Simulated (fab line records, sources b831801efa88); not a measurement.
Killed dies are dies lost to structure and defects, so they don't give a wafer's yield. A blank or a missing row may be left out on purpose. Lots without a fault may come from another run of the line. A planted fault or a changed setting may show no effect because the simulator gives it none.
Which tool did it? | flow gf180mcu | 11 lots, 33 wafers sampled, at 4 steps of a route of 602

WHAT THE GAUGES READ, wafer by wafer
GF_M4_RS_MEAS_05: measures by four-point-probe.
lot  | measured     | on            | M4_ALCU_RS (ohm/sq)
L282 | day 23 06:16 | film_metro-03 | 0.0690 0.0693 0.0684
L284 | day 23 23:43 | film_metro-04 | 0.0681 0.0685 0.0686
L285 | day 24 08:40 | film_metro-03 | 0.0697 0.0696 0.0693
L287 | day 25 07:59 | film_metro-02 | 0.0692 0.0698 0.0696
L289 | day 25 15:12 | film_metro-02 | 0.0701 0.0699 0.0699
L290 | day 26 03:29 | film_metro-04 | 0.0617 0.0615 0.0614
L295 | day 27 08:31 | film_metro-04 | 0.0619 0.0615 0.0623
L296 | day 27 12:32 | film_metro-04 | 0.0618 0.0611 0.0614
L297 | day 27 19:45 | film_metro-04 | 0.0700 0.0701 0.0692
L298 | day 28 08:41 | film_metro-04 | 0.0702 0.0699 0.0700
L301 | day 29 01:47 | film_metro-02 | 0.0683 0.0687 0.0685

WHICH TOOL RAN EACH LOT (tool, then ch and the chambers of the sampled wafers, then the start)
lot  | GF_V3_CVD_02                    | GF_M4_SPUTTER_00             | GF_M4_SPUTTER_02
L282 | pecvd-01 ch 1,2, day 22 05:02   | pvd_sputter-03, day 23 06:02 | pvd_sputter-03, day 23 06:10
L284 | pecvd-02 ch 0,1, day 22 23:23   | pvd_sputter-03, day 23 23:29 | pvd_sputter-03, day 23 23:37
L285 | pecvd-01 ch 0,1,2, day 23 08:58 | pvd_sputter-02, day 24 08:26 | pvd_sputter-02, day 24 08:34
L287 | pecvd-01 ch 1,2, day 24 08:03   | pvd_sputter-03, day 25 07:46 | pvd_sputter-03, day 25 07:53
L289 | pecvd-02 ch 0,1, day 24 15:04   | pvd_sputter-03, day 25 14:59 | pvd_sputter-03, day 25 15:07
L290 | pecvd-04 ch 1,2, day 25 03:52   | pvd_sputter-03, day 26 03:16 | pvd_sputter-03, day 26 03:24
L295 | pecvd-01 ch 0,1,2, day 26 10:00 | pvd_sputter-03, day 27 08:17 | pvd_sputter-03, day 27 08:25
L296 | pecvd-04 ch 1,2, day 26 13:55   | pvd_sputter-03, day 27 12:19 | pvd_sputter-03, day 27 12:26
L297 | pecvd-01 ch 1,2, day 26 20:41   | pvd_sputter-02, day 27 19:31 | pvd_sputter-02, day 27 19:38
L298 | pecvd-01 ch 0,2, day 27 09:37   | pvd_sputter-02, day 28 08:26 | pvd_sputter-02, day 28 08:34
L301 | pecvd-01 ch 1,2, day 28 04:00   | pvd_sputter-01, day 29 01:32 | pvd_sputter-01, day 29 01:40
- GF_V3_CVD_02: deposits SiO2 from TEOS, target thk 850 nm, time 94.851 s.
- GF_M4_SPUTTER_00: material Ti, target thk 37.5 nm, time 150 s.
- GF_M4_SPUTTER_02: material AlCu, target thk 450 nm, time 23.9 s.

THE ANSWER, worked out from the rows above alone
Rule: what is usual is taken from the lots themselves. Put in order of their means at a reading, lots are off if they are a third of the lots or fewer, leave a main group of 4 or more, and stand apart from it by a gap of 3 or more times the standard deviation of the main group's means; of several such gaps the widest counts. A main group whose means are all the same, to the digits that the tables above print for the reading, isn't used. A lot without any number at a reading at which 4 lots or more have one is off too. The other lots that the step has rows for count as sound.
Off: L290, L295, L296, at GF_M4_RS_MEAS_05 (M4_ALCU_RS). The main group: mean 0.0693 ohm/sq, standard deviation 0.0006.
A tool fits if, at a process step before that reading, it ran every lot that is off, and no sound lot after the first of them. The gauges at GF_M4_RS_MEAS_05 are tried like those tools. One fits: pvd_sputter-03 at GF_M4_SPUTTER_00 and GF_M4_SPUTTER_02. At GF_M4_SPUTTER_00 its last sound lot is L289 (day 25 14:59), its first lot that is off L290 (day 26 03:16): a fault that began between those two fits.

WHAT THE SIMULATOR HAD PUT IN
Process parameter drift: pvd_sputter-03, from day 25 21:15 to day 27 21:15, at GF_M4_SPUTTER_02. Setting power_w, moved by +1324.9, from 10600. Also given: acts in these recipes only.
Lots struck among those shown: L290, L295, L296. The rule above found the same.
